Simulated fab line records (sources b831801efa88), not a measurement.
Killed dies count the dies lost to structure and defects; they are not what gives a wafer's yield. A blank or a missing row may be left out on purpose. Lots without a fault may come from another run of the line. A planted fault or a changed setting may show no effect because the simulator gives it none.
Which of the tools did it? / flow sfqLine / 13 lots (39 wafers sampled), 1 step of a 325-step route

## WHAT THE GAUGES READ, wafer by wafer
No reading from a measuring or inspecting step in the record can be judged against a usual standard deviation.

## WHICH TOOL RAN EACH LOT (tool, then ch and the chambers of the sampled wafers, then the start)
lot=L811; SFQ_TRILAYER_I3_VIA_BARC_OPEN_VIA_ETCH_121=rieDiel-04 ch 2,3, day 49 05:19
lot=L812; SFQ_TRILAYER_I3_VIA_BARC_OPEN_VIA_ETCH_121=rieDiel-04 ch 0,2, day 49 17:19
lot=L813; SFQ_TRILAYER_I3_VIA_BARC_OPEN_VIA_ETCH_121=rieDiel-04 ch 0,1,2, day 50 02:55
lot=L814; SFQ_TRILAYER_I3_VIA_BARC_OPEN_VIA_ETCH_121=rieDiel-04 ch 0,1, day 50 10:07
lot=L816; SFQ_TRILAYER_I3_VIA_BARC_OPEN_VIA_ETCH_121=rieDiel-03 ch 0,1,3, day 50 16:07
lot=L817; SFQ_TRILAYER_I3_VIA_BARC_OPEN_VIA_ETCH_121=rieDiel-04 ch 1,2,3, day 50 22:07
lot=L820; SFQ_TRILAYER_I3_VIA_BARC_OPEN_VIA_ETCH_121=rieDiel-03 ch 0,1,3, day 52 20:55
lot=L826; SFQ_TRILAYER_I3_VIA_BARC_OPEN_VIA_ETCH_121=rieDiel-03 ch 1,2, day 55 10:53
lot=L827; SFQ_TRILAYER_I3_VIA_BARC_OPEN_VIA_ETCH_121=rieDiel-03 ch 0,2,3, day 55 22:53
lot=L828; SFQ_TRILAYER_I3_VIA_BARC_OPEN_VIA_ETCH_121=rieDiel-02 ch 0,3, day 56 07:14
lot=L829; SFQ_TRILAYER_I3_VIA_BARC_OPEN_VIA_ETCH_121=rieDiel-04 ch 0,3, day 56 10:50
lot=L830; SFQ_TRILAYER_I3_VIA_BARC_OPEN_VIA_ETCH_121=rieDiel-03 ch 1,2, day 57 00:02
lot=L833; SFQ_TRILAYER_I3_VIA_BARC_OPEN_VIA_ETCH_121=rieDiel-04 ch 0,2, day 57 07:14
- SFQ_TRILAYER_I3_VIA_BARC_OPEN_VIA_ETCH_121: etches BARC in O2, target depth 125 nm, time 41.7 s.

## WHAT THE TOOLS THEMSELVES READ (means of the sampled wafers that have a number; where no wafer has one, the mark that the record gives instead)
SFQ_TRILAYER_I3_VIA_BARC_OPEN_VIA_ETCH_121.
lot=L811; tool=rieDiel-04; biasW (W)=79.67; chamberPressureMTorr (mTorr)=29.995; drypumpMotorCurrentA (A)=5.8; oesProductAu (a.u.)=0.683
lot=L812; tool=rieDiel-04; biasW (W)=80.03; chamberPressureMTorr (mTorr)=29.992; drypumpMotorCurrentA (A)=5.3; oesProductAu (a.u.)=0.686
lot=L813; tool=rieDiel-04; biasW (W)=79.98; chamberPressureMTorr (mTorr)=30.019; drypumpMotorCurrentA (A)=5.7; oesProductAu (a.u.)=0.689
lot=L814; tool=rieDiel-04; biasW (W)=80.31; chamberPressureMTorr (mTorr)=30.001; drypumpMotorCurrentA (A)=5.9; oesProductAu (a.u.)=0.680
lot=L816; tool=rieDiel-03; biasW (W)=80.18; chamberPressureMTorr (mTorr)=30.008; drypumpMotorCurrentA (A)=5.8; oesProductAu (a.u.)=0.683
lot=L817; tool=rieDiel-04; biasW (W)=79.95; chamberPressureMTorr (mTorr)=28.015; drypumpMotorCurrentA (A)=5.8; oesProductAu (a.u.)=0.691
lot=L820; tool=rieDiel-03; biasW (W)=80.07; chamberPressureMTorr (mTorr)=30.002; drypumpMotorCurrentA (A)=5.9; oesProductAu (a.u.)=0.689
lot=L826; tool=rieDiel-03; biasW (W)=79.63; chamberPressureMTorr (mTorr)=30.002; drypumpMotorCurrentA (A)=6.0; oesProductAu (a.u.)=0.684
lot=L827; tool=rieDiel-03; biasW (W)=80.10; chamberPressureMTorr (mTorr)=29.973; drypumpMotorCurrentA (A)=5.9; oesProductAu (a.u.)=0.685
lot=L828; tool=rieDiel-02; biasW (W)=80.04; chamberPressureMTorr (mTorr)=29.974; drypumpMotorCurrentA (A)=5.5; oesProductAu (a.u.)=0.685
lot=L829; tool=rieDiel-04; biasW (W)=80.04; chamberPressureMTorr (mTorr)=29.992; drypumpMotorCurrentA (A)=5.9; oesProductAu (a.u.)=0.683
lot=L830; tool=rieDiel-03; biasW (W)=80.16; chamberPressureMTorr (mTorr)=30.008; drypumpMotorCurrentA (A)=6.0; oesProductAu (a.u.)=0.690
lot=L833; tool=rieDiel-04; biasW (W)=80.05; chamberPressureMTorr (mTorr)=29.999; drypumpMotorCurrentA (A)=5.3; oesProductAu (a.u.)=0.679

## THE ANSWER, worked out from the rows above alone
Rule: the usual values come from the lots themselves. The widest of any qualifying gaps counts: lots, ordered by their means at a reading, are off when they make up no more than a third of the lots, leave a main group of 4 or more, and stand apart from it by 3 or more times the standard deviation of that group's means. A main group is skipped when, at the precision printed for the reading in the tables above, its means are all equal. A lot without any number at a reading at which 4 lots or more have one is off too. Any other lot the step has rows for is counted as sound. First the gauges in route order, then the tools' own readings, where a lot's mean is used as printed above. At the first step where some lot is off, the reading lying furthest off is the one used; lots without a number count as furthest.
Off: L817 (SFQ_TRILAYER_I3_VIA_BARC_OPEN_VIA_ETCH_121, chamberPressureMTorr). The main group: mean 29.997 mTorr, standard deviation 0.013.
A tool fits if, at that step or a process step before it, it ran every lot that is off, and no sound lot after the first of them. Of those tried, none fits.

## WHAT THE SIMULATOR HAD INSERTED
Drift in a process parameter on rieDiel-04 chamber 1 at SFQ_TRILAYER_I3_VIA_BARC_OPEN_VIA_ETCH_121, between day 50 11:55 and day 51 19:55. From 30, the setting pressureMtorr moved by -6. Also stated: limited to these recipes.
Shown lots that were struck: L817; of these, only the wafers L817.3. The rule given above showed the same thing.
